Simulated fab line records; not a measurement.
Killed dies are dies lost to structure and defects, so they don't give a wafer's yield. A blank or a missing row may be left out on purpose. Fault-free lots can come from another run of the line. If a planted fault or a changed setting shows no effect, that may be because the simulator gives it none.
Comparing a struck lot with a sound one	flow sky130	35 steps out of a route of 708
Sound: the wafers L546.3, L546.4, L546.5. Struck: wafer L534.5 (L534.1, L534.3, from the same lot, were not struck and are left out); the cause is given at the end.
For every step that has rows: the tool of each side, followed by ch and its chambers, followed by its first start. Under that, the readings that differ: sound wafers	struck wafers	difference of the means	sigmas: that difference in standard deviations of wafers without a fault.
alike: same words and numbers on both sides, and readings whose means sit less than 2 such deviations apart. not compared: any withheld reading, any reading some wafer has no value for, any bound like >300 that may hide the same value, and any number with overlapping values for which the record gives no deviation.
A row with sigmas, a row that says differs or no value, or rows on one side alone: a step with any of these is where the two part. Numbers that don't overlap but have no deviation are shown without sigmas and don't part them. Lack of a reading on every wafer of one side parts them only where that side has two or more wafers.

first, 9 steps without rows for these wafers: SKY_METAL4_DESCUM_15 (chemistry O2, time 8 s); SKY_METAL4_ETCH_16 (etches BARC in N2/H2, stops on SiO2, time 88.2 s, target depth 60 nm); SKY_METAL4_ETCH_17 (etches SiO2 in C4F8/O2/Ar, stops on TiN, time 3.9 s, target depth 15 nm); SKY_METAL4_METAL_ETCH_18 (etches the open film in Cl2/BCl3, stops on SiO2, target depth 845 nm, time 183.1 s); SKY_METAL4_STRIP_19 (strips in O2/N2); SKY_METAL4_STRIP_20 (strips in post etch residue remover, time 1200 s); SKY_METAL4_CLEAN_21 (cleans in IPA, time 180 s); SKY_METAL4_CLEAN_22 (cleans in O3/DIW); SKY_VIA4_HDPCVD_00 (deposits SiO2, target thk 1750 nm, time 291.7 s).
SKY_VIA4_CMP_02: polishes SiO2.
  sound on cmp-02 ch 0,3, day 48 08:12; struck on cmp-02 ch 0, day 44 14:49
reading	sound	struck	difference	sigmas
model.SiO2_of_VIA4_HDPCVD_00.thk nm (nm)	580 580.3 580.4	522.1	-58.1	
  alike: motor current A
then, 7 steps without rows for these wafers: SKY_VIA4_DEHYDRATE_04 (time 60 s); SKY_VIA4_HMDS_05 (prime time 60 s); SKY_VIA4_COAT_06 (resist thk 1140 nm); SKY_VIA4_SOFTBAKE_07 (time 60 s); SKY_VIA4_EXPOSE_08 (exposes mask VIM4, target cd 800 nm); SKY_VIA4_PEB_09; SKY_VIA4_DEVELOP_10 (develop time 60 s).
SKY_VIA4_ETCH_12: etches SiO2 in C4F8/O2/Ar, stops on TiN, target depth 580 nm.
  sound on rie diel-04 ch 0,3, day 49 03:06; struck on rie diel-02 ch 0, day 45 12:39
reading	sound	struck	difference	sigmas
oes product au (a.u.)	0.922 0.933 0.923	0.872	-0.054	-13
model.VIA4.feature depth nm (nm)	580 580.3 580.4	522.1	-58.1	
model.etch.depth nm (nm)	580 580.3 580.4	522.1	-58.1	
then, 15 steps without rows for these wafers: SKY_VIA4_STRIP_13 (strips in O2/N2); SKY_VIA4_STRIP_14 (strips in post etch residue remover, time 1200 s); SKY_VIA4_CLEAN_15 (cleans in IPA, time 180 s); SKY_VIA4_CLEAN_16 (cleans in O3/DIW); SKY_VIA4_SPUTTER_17 (material TiN, target thk 20 nm, time 80 s); SKY_VIA4_CVD_18 (deposits W, target thk 505 nm, time 152.14 s); SKY_VIA4_CMP_21 (polishes, stops on SiO2, t overpolish 25 s, target thk 0 nm); SKY_METAL5_SPUTTER_00 (material Ti, target thk 15 nm, time 10 s); SKY_METAL5_SPUTTER_01 (material TiN, target thk 20 nm, time 16.7 s); SKY_METAL5_SPUTTER_02 (material AlCu, target thk 1150 nm, time 61.2 s); SKY_METAL5_SPUTTER_03 (material Ti, target thk 5 nm, time 3.3 s); SKY_METAL5_SPUTTER_04 (material TiN, target thk 70 nm, time 58.3 s); SKY_METAL5_DEHYDRATE_07 (time 60 s); SKY_METAL5_HMDS_08 (prime time 60 s); SKY_METAL5_COAT_09 (resist thk 1800 nm).
SKY_METAL5_METAL_ETCH_15: etches the open film in Cl2/BCl3, stops on SiO2, target depth 1260 nm, time 252 s.
  sound on rie metal-04 ch 0,1, day 49 22:46; struck on rie metal-01 ch 1, day 46 11:48
reading	sound	struck	difference	sigmas
model.SiO2_of_VIA4_HDPCVD_00.thk nm (nm)	549 549.8 549.5	490.6	-58.8	
  alike: drypump motor current A, mfc cl2 sccm, oes product au, throttle valve pct
  not compared: rf hours counter h
after that, 1 step had no rows for these wafers: SKY_PAD_OPEN_PROBE_99.

WHERE THEY PART
Within this record, at SKY_VIA4_ETCH_12 only. Later steps at which nothing parts them and some readings are alike: SKY_METAL5_METAL_ETCH_15.

WHY: what the simulator had put in
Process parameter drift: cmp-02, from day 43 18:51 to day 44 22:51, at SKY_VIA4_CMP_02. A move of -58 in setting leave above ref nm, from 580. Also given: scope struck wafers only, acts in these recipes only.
